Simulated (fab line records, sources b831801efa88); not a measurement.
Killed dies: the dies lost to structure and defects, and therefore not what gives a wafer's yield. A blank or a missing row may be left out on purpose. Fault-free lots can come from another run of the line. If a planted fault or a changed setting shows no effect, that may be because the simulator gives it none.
Which of the tools did it? :: flow sky130 :: 36 wafers from 12 lots sampled at 5 of the route's 708 steps

== WHAT EACH GAUGE READ, for each wafer ==
SKY_SONOS_TUNNEL_CD_MEAS_07 targets a cd of 410 nm. Usual: cd_nm at 409.9 nm, with a standard deviation of 2.
lot: L720
measured: day 11 10:22
on: cd_sem-01
cd_nm (nm): 410.9 410.6 410.5
flag: 

lot: L721
measured: day 11 15:15
on: cd_sem-02
cd_nm (nm): 410.1 409.0 410.4
flag: 

lot: L722
measured: day 12 03:31
on: cd_sem-01
cd_nm (nm): 409.4 409.8 409.5
flag: 

lot: L723
measured: day 12 12:31
on: cd_sem-02
cd_nm (nm): 408.6 409.4 409.7
flag: 

lot: L724
measured: day 12 20:53
on: cd_sem-01
cd_nm (nm): 409.8 411.1 409.4
flag: 

lot: L725
measured: day 13 05:14
on: cd_sem-01
cd_nm (nm): 410.4 411.6 412.2
flag: 

lot: L727
measured: day 13 15:04
on: cd_sem-01
cd_nm (nm): 411.1 409.5 412.7
flag: 

lot: L730
measured: day 14 23:40
on: cd_sem-02
cd_nm (nm): 412.4 415.4 410.6
flag: 

lot: L732
measured: day 15 08:38
on: cd_sem-02
cd_nm (nm): 408.2 407.9 406.0
flag: 

lot: L735
measured: day 16 03:30
on: cd_sem-01
cd_nm (nm): 410.3 410.9 411.3
flag: 

lot: L736
measured: day 16 18:45
on: cd_sem-02
cd_nm (nm): 412.3 412.0 413.4
flag: 

lot: L737
measured: day 16 23:44
on: cd_sem-01
cd_nm (nm): 409.0 410.2 411.0
flag: 

SKY_SONOS_ONO_THK_MEAS_03. Usual: SONOS_ONO_CVD_02_THK 10.53 nm, standard deviation 0.15.
lot: L720
measured: day 11 15:09
on: film_metro-04
SONOS_ONO_CVD_02_THK (nm): 10.75 10.78 10.63
flag: 

lot: L721
measured: day 11 22:57
on: film_metro-02
SONOS_ONO_CVD_02_THK (nm): 10.45 10.66 10.52
flag: 

lot: L722
measured: day 12 06:37
on: film_metro-02
SONOS_ONO_CVD_02_THK (nm): 10.55 10.60 10.61
flag: 

lot: L723
measured: day 12 20:59
on: film_metro-02
SONOS_ONO_CVD_02_THK (nm): 10.45 10.42 10.52
flag: 

lot: L724
measured: day 13 04:02
on: film_metro-04
SONOS_ONO_CVD_02_THK (nm): 10.52 10.43 10.29
flag: 

lot: L725
measured: day 13 10:21
on: film_metro-01
SONOS_ONO_CVD_02_THK (nm): 10.52 10.55 10.47
flag: 

lot: L727
measured: day 13 21:14
on: film_metro-02
SONOS_ONO_CVD_02_THK (nm): 10.46 10.57 10.51
flag: 

lot: L730
measured: day 15 04:07
on: film_metro-04
SONOS_ONO_CVD_02_THK (nm): 10.33 10.40 10.27
flag: 

lot: L732
measured: day 15 18:38
on: film_metro-01
SONOS_ONO_CVD_02_THK (nm): 10.51 10.56 10.45
flag: 

lot: L735
measured: day 16 10:09
on: film_metro-02
SONOS_ONO_CVD_02_THK (nm): 10.40 10.48 10.50
flag: 

lot: L736
measured: day 16 22:15
on: film_metro-02
SONOS_ONO_CVD_02_THK (nm): 19.01 18.95 19.01
flag: OFF

lot: L737
measured: day 17 04:23
on: film_metro-04
SONOS_ONO_CVD_02_THK (nm): 18.95 18.89 18.92
flag: OFF

== WHICH TOOL RAN EACH LOT (tool, then ch and the chambers of the sampled wafers, then the start) ==
lot: L720
SKY_FIELD_ISO_CMP_27: cmp-01 ch 1,2, day 2 11:39
SKY_VT_ADJUST_HVTP_STRIP_10: plasma_asher-03 ch 0,1, day 6 04:27
SKY_SONOS_ONO_CVD_02: lpcvd-02 ch 0, day 11 14:05

lot: L721
SKY_FIELD_ISO_CMP_27: cmp-01 ch 0,2,3, day 2 14:41
SKY_VT_ADJUST_HVTP_STRIP_10: plasma_asher-03 ch 0,1, day 6 09:36
SKY_SONOS_ONO_CVD_02: lpcvd-02 ch 0, day 11 21:54

lot: L722
SKY_FIELD_ISO_CMP_27: cmp-01 ch 0,1, day 2 21:50
SKY_VT_ADJUST_HVTP_STRIP_10: plasma_asher-01 ch 0,1, day 6 17:03
SKY_SONOS_ONO_CVD_02: lpcvd-02 ch 0, day 12 05:34

lot: L723
SKY_FIELD_ISO_CMP_27: cmp-01 ch 0,2,3, day 3 03:19
SKY_VT_ADJUST_HVTP_STRIP_10: plasma_asher-04 ch 0,1, day 6 23:36
SKY_SONOS_ONO_CVD_02: lpcvd-02 ch 1, day 12 19:25

lot: L724
SKY_FIELD_ISO_CMP_27: cmp-02 ch 2,3, day 3 09:34
SKY_VT_ADJUST_HVTP_STRIP_10: plasma_asher-04 ch 0,1, day 7 07:47
SKY_SONOS_ONO_CVD_02: lpcvd-02 ch 0, day 13 02:58

lot: L725
SKY_FIELD_ISO_CMP_27: cmp-01 ch 2,3, day 3 11:31
SKY_VT_ADJUST_HVTP_STRIP_10: plasma_asher-03 ch 0,1, day 7 14:27
SKY_SONOS_ONO_CVD_02: lpcvd-02 ch 0, day 13 09:17

lot: L727
SKY_FIELD_ISO_CMP_27: cmp-01 ch 0,2, day 3 21:47
SKY_VT_ADJUST_HVTP_STRIP_10: plasma_asher-03 ch 0,1, day 7 23:12
SKY_SONOS_ONO_CVD_02: lpcvd-02 ch 1, day 13 20:11

lot: L730
SKY_FIELD_ISO_CMP_27: cmp-01 ch 1,2, day 4 18:38
SKY_VT_ADJUST_HVTP_STRIP_10: plasma_asher-03 ch 0,1, day 9 01:36
SKY_SONOS_ONO_CVD_02: lpcvd-02 ch 1, day 15 03:02

lot: L732
SKY_FIELD_ISO_CMP_27: cmp-01 ch 0,1,3, day 4 23:07
SKY_VT_ADJUST_HVTP_STRIP_10: plasma_asher-01 ch 0,1, day 9 09:01
SKY_SONOS_ONO_CVD_02: lpcvd-02 ch 1, day 15 17:34

lot: L735
SKY_FIELD_ISO_CMP_27: cmp-02 ch 0,1,2, day 5 15:04
SKY_VT_ADJUST_HVTP_STRIP_10: plasma_asher-03 ch 0,1, day 10 00:15
SKY_SONOS_ONO_CVD_02: lpcvd-02 ch 0, day 16 09:06

lot: L736
SKY_FIELD_ISO_CMP_27: cmp-02 ch 2,3, day 5 22:12
SKY_VT_ADJUST_HVTP_STRIP_10: plasma_asher-04 ch 0,1, day 10 10:13
SKY_SONOS_ONO_CVD_02: lpcvd-02 ch 0, day 16 21:12

lot: L737
SKY_FIELD_ISO_CMP_27: cmp-01 ch 1,2,3, day 6 02:23
SKY_VT_ADJUST_HVTP_STRIP_10: plasma_asher-04 ch 0,1, day 10 15:38
SKY_SONOS_ONO_CVD_02: lpcvd-02 ch 0, day 17 03:19
- SKY_FIELD_ISO_CMP_27: polishes, stops on Si3N4, t overpolish 16 s, target thk 457.8 nm.
- SKY_VT_ADJUST_HVTP_STRIP_10: strips in O2/N2.
- SKY_SONOS_ONO_CVD_02: deposits Si3N4 from DCS/NH3, target thk 10.5 nm, time 180 s.

== AS READ BY THE TOOLS THEMSELVES (means over the sampled wafers that have a number; for cases with no such wafer, the mark the record gives instead) ==
SKY_FIELD_ISO_CMP_27. Usual: motor_current_A 12.3 A, standard deviation 1.3; overpolish_run_s 16.000 s, standard deviation 0.0089; time_to_endpoint_s 112 s, standard deviation 3.6.
lot: L720
tool: cmp-01
motor_current_A (A): 13.5
overpolish_run_s (s): 16.002
time_to_endpoint_s (s): 112
flag: 

lot: L721
tool: cmp-01
motor_current_A (A): 12.3
overpolish_run_s (s): 16.004
time_to_endpoint_s (s): 109
flag: 

lot: L722
tool: cmp-01
motor_current_A (A): 11.9
overpolish_run_s (s): 16.000
time_to_endpoint_s (s): 112
flag: 

lot: L723
tool: cmp-01
motor_current_A (A): 12.8
overpolish_run_s (s): 16.007
time_to_endpoint_s (s): 115
flag: 

lot: L724
tool: cmp-02
motor_current_A (A): 11.8
overpolish_run_s (s): 16.006
time_to_endpoint_s (s): 114
flag: 

lot: L725
tool: cmp-01
motor_current_A (A): 12.6
overpolish_run_s (s): 16.003
time_to_endpoint_s (s): 110
flag: 

lot: L727
tool: cmp-01
motor_current_A (A): 11.2
overpolish_run_s (s): 16.003
time_to_endpoint_s (s): 114
flag: 

lot: L730
tool: cmp-01
motor_current_A (A): 13.0
overpolish_run_s (s): 15.992
time_to_endpoint_s (s): 114
flag: 

lot: L732
tool: cmp-01
motor_current_A (A): 13.4
overpolish_run_s (s): 16.003
time_to_endpoint_s (s): 115
flag: 

lot: L735
tool: cmp-02
motor_current_A (A): 12.5
overpolish_run_s (s): 16.003
time_to_endpoint_s (s): 113
flag: 

lot: L736
tool: cmp-02
motor_current_A (A): 11.3
overpolish_run_s (s): 15.996
time_to_endpoint_s (s): 115
flag: 

lot: L737
tool: cmp-01
motor_current_A (A): 13.3
overpolish_run_s (s): 16.001
time_to_endpoint_s (s): 117
flag: 

SKY_VT_ADJUST_HVTP_STRIP_10. Usual: chamber_pressure_mTorr 1500.0 mTorr, standard deviation 1.3; drypump_motor_current_A 5.9 A, standard deviation 0.57; oes_product_au 0.715 a.u., standard deviation 0.0042; strip_time_to_endpoint_s 14.18 s, standard deviation 0.041.
lot: L720
tool: plasma_asher-03
chamber_pressure_mTorr (mTorr): 1500.5
drypump_motor_current_A (A): 6.3
oes_product_au (a.u.): 0.715
strip_time_to_endpoint_s (s): 14.19
flag: 

lot: L721
tool: plasma_asher-03
chamber_pressure_mTorr (mTorr): 1500.4
drypump_motor_current_A (A): 6.4
oes_product_au (a.u.): 0.715
strip_time_to_endpoint_s (s): 14.18
flag: 

lot: L722
tool: plasma_asher-01
chamber_pressure_mTorr (mTorr): 1500.6
drypump_motor_current_A (A): 5.4
oes_product_au (a.u.): 0.715
strip_time_to_endpoint_s (s): 14.09
flag: 

lot: L723
tool: plasma_asher-04
chamber_pressure_mTorr (mTorr): 1500.2
drypump_motor_current_A (A): 6.0
oes_product_au (a.u.): 0.716
strip_time_to_endpoint_s (s): 14.16
flag: 

lot: L724
tool: plasma_asher-04
chamber_pressure_mTorr (mTorr): 1500.3
drypump_motor_current_A (A): 5.6
oes_product_au (a.u.): 0.709
strip_time_to_endpoint_s (s): 14.18
flag: 

lot: L725
tool: plasma_asher-03
chamber_pressure_mTorr (mTorr): 1499.7
drypump_motor_current_A (A): 6.2
oes_product_au (a.u.): 0.717
strip_time_to_endpoint_s (s): 14.18
flag: 

lot: L727
tool: plasma_asher-03
chamber_pressure_mTorr (mTorr): 1499.5
drypump_motor_current_A (A): 6.2
oes_product_au (a.u.): 0.718
strip_time_to_endpoint_s (s): 14.11
flag: 

lot: L730
tool: plasma_asher-03
chamber_pressure_mTorr (mTorr): 1500.0
drypump_motor_current_A (A): 6.2
oes_product_au (a.u.): 0.714
strip_time_to_endpoint_s (s): 14.25
flag: 

lot: L732
tool: plasma_asher-01
chamber_pressure_mTorr (mTorr): 1501.1
drypump_motor_current_A (A): 5.4
oes_product_au (a.u.): 0.715
strip_time_to_endpoint_s (s): 14.22
flag: 

lot: L735
tool: plasma_asher-03
chamber_pressure_mTorr (mTorr): 1499.9
drypump_motor_current_A (A): 6.4
oes_product_au (a.u.): 0.720
strip_time_to_endpoint_s (s): 14.18
flag: 

lot: L736
tool: plasma_asher-04
chamber_pressure_mTorr (mTorr): 1499.8
drypump_motor_current_A (A): 6.0
oes_product_au (a.u.): 0.713
strip_time_to_endpoint_s (s): 14.18
flag: 

lot: L737
tool: plasma_asher-04
chamber_pressure_mTorr (mTorr): 1499.0
drypump_motor_current_A (A): 6.0
oes_product_au (a.u.): 0.716
strip_time_to_endpoint_s (s): 14.19
flag: 

== THE ANSWER, worked out from the rows above alone ==
Rule: a lot counts as off when the mean over its wafers that have a number is more than 3 standard deviations away from the usual mean. Also off: a lot with no number at a reading for which 4 or more lots have one. The other lots that the step has rows for count as sound. After the gauges, taken in route order, come the tools' own readings; for these a lot's mean is taken, as printed above. The first step at which some lot is off is used, and at that step the reading that is off furthest; a lot without a number counts as furthest.
Off: L736, L737, at SKY_SONOS_ONO_THK_MEAS_03 (SONOS_ONO_CVD_02_THK).
A tool fits if, at a process step before that reading, it ran every lot that is off, and no sound lot after the first of them. Those tools and the gauges at SKY_SONOS_ONO_THK_MEAS_03 are tried in the same way. Can't be told from this: 2 tools fit, plasma_asher-04 at SKY_VT_ADJUST_HVTP_STRIP_10, lpcvd-02 at SKY_SONOS_ONO_CVD_02.

== WHAT THE SIMULATOR HAD INSERTED ==
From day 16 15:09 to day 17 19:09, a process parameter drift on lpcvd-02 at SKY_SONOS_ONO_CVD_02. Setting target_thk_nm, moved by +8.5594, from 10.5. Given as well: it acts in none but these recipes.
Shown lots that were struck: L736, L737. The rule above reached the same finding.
